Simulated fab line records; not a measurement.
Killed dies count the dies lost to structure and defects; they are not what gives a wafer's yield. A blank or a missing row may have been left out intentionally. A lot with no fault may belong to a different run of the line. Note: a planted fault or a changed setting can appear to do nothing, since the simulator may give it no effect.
fab line records | flow sky130 | part 2 of 2: steps 32 to 41 of 41
record lots=5 | wafers=15 | last-day=50
route steps=708 shown VT_ADJUST_PCH@147 SONOS_TUNNEL@154 SONOS_ONO@168 GATE_OXIDE@187
lots that met no fault: taken from a fault-free run of the same line
start-h: start of the lot's first displayed wafer, in hours after the record's first day | wait-h: hours from the lot's prior step to this one | " repeats the value in the row above | L1.1+2: a single row standing in for several wafers | - either no value or no given start | * or withheld: withheld | < > ~ a bound
route shown NAME@n: NAME is a module with steps in the file, n the number in the route of the first one | usual: average and standard deviation across the fault-free wafers | same: alike in all rows | chamber/n: place in a boat | sites: the reading at each site | _std_site: their standard deviation | _edge_site: mean of outer sites minus mean of inner sites | radius-mm: how far each site lies from the wafer's centre | mask NAME#n: copy n | behind: the most recent tool/chamber to have shaped the wafer | hold: why the lot was held/for how many hours/how that ended | device: names the non-switching transistor (n, p or np) | end of line: the route-end tests of the same wafers | for a step that has no rows: nothing shown but its recipe | killed: dies lost to structure and defects at the first sort, not the wafer's yield | map: dies across one wafer; x = killed, . = not, _ = none there
set.NAME: the setting the step ran with; set.NAME@STEP: the setting that earlier step ran with | model.NAME: the simulator's own value behind a step, which no gauge read
lots at some steps of the route; a table a step, a row a wafer
services: when a tool's chamber went out of use (start-h, in hours from the record's first day, below 0 if earlier), for how many hours, and the reason
## steps
# step SKY_SONOS_ONO_EXPOSE_10
# recipe mask-id=ONOM | target-cd-nm=410 | na=0.6 | source-shape=conventional | sigma-outer=0.6 | dose-mj=150
# usual exposure-dose-mJ-cm2=149.96/0.14 | reticle-temp-C=23.00/0.11
lot.wafer | tool             | chamber | start-h | wait-h | mask   | exposure-dose-mJ-cm2 | reticle-temp-C
L074.2    | iline-stepper-02 | 0       | -       | -      | ONOM#0 | 150.16               | 23.01
L074.3    | "                | 0       | "       | "      | ONOM#0 | 150.01               | 22.86
L074.5    | "                | 0       | "       | "      | ONOM#0 | 150.08               | 22.88
L078.1    | iline-stepper-02 | 0       | -       | -      | ONOM#0 | 149.85               | 22.94
L078.5    | "                | 0       | "       | "      | ONOM#0 | 150.01               | 23.09
L078.6    | "                | 0       | "       | "      | ONOM#0 | 150.11               | 22.97
L085.1    | iline-stepper-01 | 0       | -       | -      | ONOM#0 | 149.72               | 23.05
L085.2    | "                | 0       | "       | "      | ONOM#0 | 150.26               | 23.09
L085.6    | "                | 0       | "       | "      | ONOM#0 | 149.84               | 22.98
L091.1    | iline-stepper-02 | 0       | -       | -      | ONOM#0 | 150.02               | 22.91
L091.2    | "                | 0       | "       | "      | ONOM#0 | 150.16               | 23.04
L091.5    | "                | 0       | "       | "      | ONOM#0 | 150.07               | 22.83
L095.2    | iline-stepper-01 | 0       | -       | -      | ONOM#0 | 149.95               | 22.89
L095.3    | "                | 0       | "       | "      | ONOM#0 | 150.03               | 23.08
L095.6    | "                | 0       | "       | "      | ONOM#0 | 150.14               | 23.13
# step SKY_SONOS_ONO_PEB_11
# recipe temp-c=withheld | time-s=* | resist=NOVOLAK
lot.wafer  | tool           | chamber | start-h | wait-h
L074.2+3+5 | litho-track-04 | 0       | -       | -
L078.1+5+6 | litho-track-04 | 0       | -       | -
L085.1+2+6 | litho-track-03 | 0       | -       | -
L091.1+2+5 | litho-track-03 | 0       | -       | -
L095.2+3+6 | litho-track-04 | 0       | -       | -
# step SKY_SONOS_ONO_DEVELOP_12
# recipe develop-time-s=60 | dev-temp-c=23
lot.wafer  | tool           | chamber | start-h | wait-h
L074.2+3+5 | litho-track-04 | 0       | 278.15  | 0.1
L078.1+5+6 | litho-track-04 | 0       | 315.77  | 0.1
L085.1+2+6 | litho-track-03 | 0       | 364.89  | 0.1
L091.1+2+5 | litho-track-03 | 0       | 418.44  | 0.1
L095.2+3+6 | litho-track-04 | 0       | 454.14  | 0.1
# step SKY_SONOS_ONO_CD_MEAS_13
# recipe target-cd-nm=410
# usual cd-nm=409.5/2.2
lot.wafer | tool      | chamber | start-h | wait-h | cd-nm
L074.2    | cd-sem-01 | -       | 278.29  | 0.1    | 408.1
L074.3    | "         | -       | "       | "      | 408.6
L074.5    | "         | -       | "       | "      | 408.7
L078.1    | cd-sem-01 | -       | 315.92  | 0.1    | 409.0
L078.5    | "         | -       | "       | "      | 408.4
L078.6    | "         | -       | "       | "      | 409.5
L085.1    | cd-sem-01 | -       | 365.04  | 0.1    | 412.7
L085.2    | "         | -       | "       | "      | 410.7
L085.6    | "         | -       | "       | "      | 412.3
L091.1    | cd-sem-01 | -       | 418.59  | 0.1    | 409.6
L091.2    | "         | -       | "       | "      | 411.3
L091.5    | "         | -       | "       | "      | 411.6
L095.2    | cd-sem-01 | -       | 454.29  | 0.1    | 408.2
L095.3    | "         | -       | "       | "      | 407.7
L095.6    | "         | -       | "       | "      | 408.5
# step SKY_SONOS_ONO_OVL_MEAS_14
# usual SONOS_ONO_OVL=0.2/1.2
lot.wafer | tool       | chamber | start-h | wait-h | SONOS_ONO_OVL[nm]
L074.2    | overlay-01 | -       | 278.40  | 0.1    | 2.7
L074.3    | "          | -       | "       | "      | 0.5
L074.5    | "          | -       | "       | "      | 1.1
L078.1    | overlay-02 | -       | 316.04  | 0.1    | -1.2
L078.5    | "          | -       | "       | "      | -0.8
L078.6    | "          | -       | "       | "      | 1.5
L085.1    | overlay-02 | -       | 365.16  | 0.1    | -1.2
L085.2    | "          | -       | "       | "      | -0.2
L085.6    | "          | -       | "       | "      | -1.4
L091.1    | overlay-01 | -       | 418.71  | 0.1    | 0.3
L091.2    | "          | -       | "       | "      | 2.8
L091.5    | "          | -       | "       | "      | 1.2
L095.2    | overlay-01 | -       | 454.40  | 0.1    | -1.4
L095.3    | "          | -       | "       | "      | 0.8
L095.6    | "          | -       | "       | "      | -0.5
# step SKY_SONOS_ONO_ETCH_15
# recipe target-depth-nm=19.52 | chemistry=CHF3/O2 | source-w=600 | bias-w=200 | pressure-mtorr=40 | chf3-flow-sccm=50 | O2_flow_sccm=5 | time-s=7.8
# usual drypump-motor-current-A=5.7/0.43 | oes-product-au=0.995/0.012 | throttle-valve-pct=8.824/0.0091
lot.wafer | tool        | chamber | start-h | wait-h | drypump-motor-current-A | oes-product-au | rf-hours-counter-h | throttle-valve-pct
L074.2    | rie-diel-02 | 0       | 278.43  | 0.0    | 5.8                     | 0.992          | 49                 | 8.806
L074.3    | "           | 1       | "       | "      | 4.7                     | 1.011          | 128                | 8.823
L074.5    | "           | 0       | "       | "      | 5.8                     | 0.983          | -                  | 8.810
L078.1    | rie-diel-01 | 0       | 316.08  | 0.0    | 6.4                     | 1.016          | 7                  | 8.829
L078.5    | "           | 1       | "       | "      | 5.6                     | 1.019          | -                  | 8.830
L078.6    | "           | 2       | "       | "      | 5.5                     | 0.993          | -                  | 8.817
L085.1    | rie-diel-02 | 0       | 365.20  | 0.0    | 5.8                     | 0.982          | 51                 | 8.821
L085.2    | "           | 3       | "       | "      | 5.9                     | 0.990          | 3                  | 8.845
L085.6    | "           | 1       | "       | "      | 4.8                     | 0.980          | -                  | 8.812
L091.1    | rie-diel-02 | 2       | 418.75  | 0.0    | 6.2                     | 0.989          | 2                  | 8.816
L091.2    | "           | 3       | "       | "      | 5.8                     | 1.008          | 4                  | 8.829
L091.5    | "           | 1       | "       | "      | 4.7                     | 0.998          | -                  | 8.832
L095.2    | rie-diel-01 | 1       | 454.43  | 0.0    | 5.6                     | 0.996          | 1                  | 8.815
L095.3    | "           | 2       | "       | "      | 5.5                     | 0.990          | 4                  | 8.834
L095.6    | "           | 2       | "       | "      | 5.5                     | 0.989          | -                  | 8.820
# step SKY_SONOS_ONO_WET_ETCH_16
# recipe chemistry=dHF | target-depth-nm=14 | dry=n2-spin | target=SiO2 | dilution=100:1 | temp-c=25 | time-s=280
lot.wafer  | tool         | chamber | start-h | wait-h
L074.2+3+5 | wet-bench-03 | 1       | 278.45  | 0.0
L078.1+5+6 | wet-bench-02 | 2       | 316.10  | 0.0
L085.1+2+6 | wet-bench-03 | 2       | 365.22  | 0.0
L091.1+2+5 | wet-bench-04 | 2       | 418.77  | 0.0
L095.2+3+6 | wet-bench-02 | 3       | 454.45  | 0.0
# step SKY_SONOS_ONO_STRIP_17
# recipe chemistry=O2/N2 | power-w=1400 | pressure-mtorr=1500 | platen-temp-c=withheld | o2-flow-sccm=3000 | n2-flow-sccm=300 | overash-fraction=0.5
# usual drypump-motor-current-A=5.55/0.18 | oes-product-au=0.710/0.0045 | strip-time-to-endpoint-s=14.11/0.041
lot.wafer | tool            | chamber | start-h | wait-h | drypump-motor-current-A | oes-product-au | rf-hours-counter-h | strip-time-to-endpoint-s
L074.2    | plasma-asher-02 | 0       | 278.55  | 0.0    | 5.35                    | 0.709          | 45                 | 14.08
L074.3    | "               | 1       | "       | "      | 5.59                    | 0.709          | -                  | 14.11
L074.5    | "               | 0       | "       | "      | 5.36                    | 0.706          | -                  | 14.08
L078.1    | plasma-asher-04 | 1       | 316.18  | 0.0    | 5.41                    | 0.707          | 19                 | 14.08
L078.5    | "               | 0       | "       | "      | 5.64                    | 0.710          | -                  | 14.14
L078.6    | "               | 1       | "       | "      | 5.41                    | 0.712          | -                  | 14.13
L085.1    | plasma-asher-04 | 1       | 365.31  | 0.0    | 5.44                    | 0.717          | 25                 | 14.10
L085.2    | "               | 0       | "       | "      | 5.67                    | 0.707          | 25                 | 14.04
L085.6    | "               | 0       | "       | "      | 5.68                    | 0.704          | -                  | 14.11
L091.1    | plasma-asher-02 | 0       | 418.85  | 0.0    | 5.36                    | 0.710          | 60                 | 14.06
L091.2    | "               | 1       | "       | "      | 5.60                    | 0.705          | 60                 | 14.01
L091.5    | "               | 0       | "       | "      | 5.36                    | 0.709          | -                  | 14.07
L095.2    | plasma-asher-04 | 1       | 454.54  | 0.0    | 5.43                    | 0.704          | 34                 | 14.05
L095.3    | "               | 0       | "       | "      | 5.67                    | 0.710          | -                  | 14.04
L095.6    | "               | 1       | "       | "      | 5.44                    | 0.712          | -                  | 14.03
# step SKY_SONOS_ONO_WET_ETCH_18
# recipe chemistry=H3PO4 | target-depth-nm=15 | target=Si3N4 | temp-c=160 | time-s=172
# usual bath-guard-temp-C=160.0/0.71
lot.wafer | tool         | chamber | start-h | wait-h | bath-guard-temp-C
L074.2    | wet-bench-02 | 0       | 278.65  | 0.1    | 161.4
L074.3    | "            | 0       | "       | "      | 161.4
L074.5    | "            | 0       | "       | "      | 161.6
L078.1    | wet-bench-04 | 2       | 316.28  | 0.1    | 159.1
L078.5    | "            | 2       | "       | "      | 158.9
L078.6    | "            | 2       | "       | "      | 158.9
L085.1    | wet-bench-02 | 3       | 365.41  | 0.1    | 159.2
L085.2    | "            | 3       | "       | "      | 159.4
L085.6    | "            | 3       | "       | "      | 159.5
L091.1    | wet-bench-02 | 0       | 418.95  | 0.1    | 161.2
L091.2    | "            | 0       | "       | "      | 161.0
L091.5    | "            | 0       | "       | "      | 161.1
L095.2    | wet-bench-03 | 0       | 454.64  | 0.1    | 160.1
L095.3    | "            | 0       | "       | "      | 160.0
L095.6    | "            | 0       | "       | "      | 159.8
# step SKY_GATE_OXIDE_CLEAN_00
# recipe chemistry=SC1/SC2 | mix=1:4:20 | temp-c=70 | time-s=150 | dry=n2-spin
# usual bath-guard-temp-C=69.7/0.54
lot.wafer | tool         | chamber | start-h | wait-h | bath-guard-temp-C
L074.2    | wet-bench-04 | 3       | 278.71  | 0.0    | 70.0
L074.3    | "            | 3       | "       | "      | 69.8
L074.5    | "            | 3       | "       | "      | 69.6
L078.1    | wet-bench-03 | 2       | 316.34  | 0.0    | 69.7
L078.5    | "            | 2       | "       | "      | 69.0
L078.6    | "            | 2       | "       | "      | 69.3
L085.1    | wet-bench-04 | 3       | 365.46  | 0.0    | 69.8
L085.2    | "            | 3       | "       | "      | 70.1
L085.6    | "            | 3       | "       | "      | 69.7
L091.1    | wet-bench-04 | 2       | 419.01  | 0.0    | 69.0
L091.2    | "            | 2       | "       | "      | 68.9
L091.5    | "            | 2       | "       | "      | 69.2
L095.2    | wet-bench-04 | 1       | 454.70  | 0.0    | 70.0
L095.3    | "            | 1       | "       | "      | 69.7
L095.6    | "            | 1       | "       | "      | 69.5
## services
tool             | chamber | start-h | hours | kind
plasma-asher-02  | -       | 197.42  | 2.8   | pm
furnace-01       | -       | 204.56  | 3.2   | pm
iline-stepper-02 | -       | 213.50  | 4.4   | pm
lpcvd-03         | -       | 223.31  | 2.8   | pm
plasma-asher-04  | -       | 231.82  | 2.7   | repair
implanter-04     | -       | 237.74  | 0.9   | repair
implanter-02     | -       | 248.99  | 2.6   | repair
implanter-04     | -       | 251.19  | 12.7  | pm
furnace-01       | -       | 303.89  | 3.1   | pm
implanter-04     | -       | 307.26  | 1.9   | repair
iline-stepper-02 | -       | 308.13  | 1.1   | repair
iline-stepper-02 | -       | 326.95  | 8.9   | pm
plasma-asher-02  | -       | 335.01  | 0.8   | repair
implanter-04     | -       | 338.77  | 1.6   | repair
iline-stepper-02 | -       | 346.81  | 1.7   | pm
lpcvd-02         | -       | 349.61  | 0.7   | repair
iline-stepper-01 | -       | 362.79  | 1.7   | pm
wet-bench-04     | -       | 365.98  | 2.8   | repair
implanter-02     | -       | 370.11  | 14.3  | repair
furnace-01       | -       | 373.10  | 3.2   | pm
wet-bench-03     | -       | 399.12  | 4.2   | repair
implanter-02     | -       | 410.23  | 108.1 | pm
wet-bench-04     | -       | 421.92  | 3.1   | repair
plasma-asher-02  | -       | 444.88  | 4.1   | repair
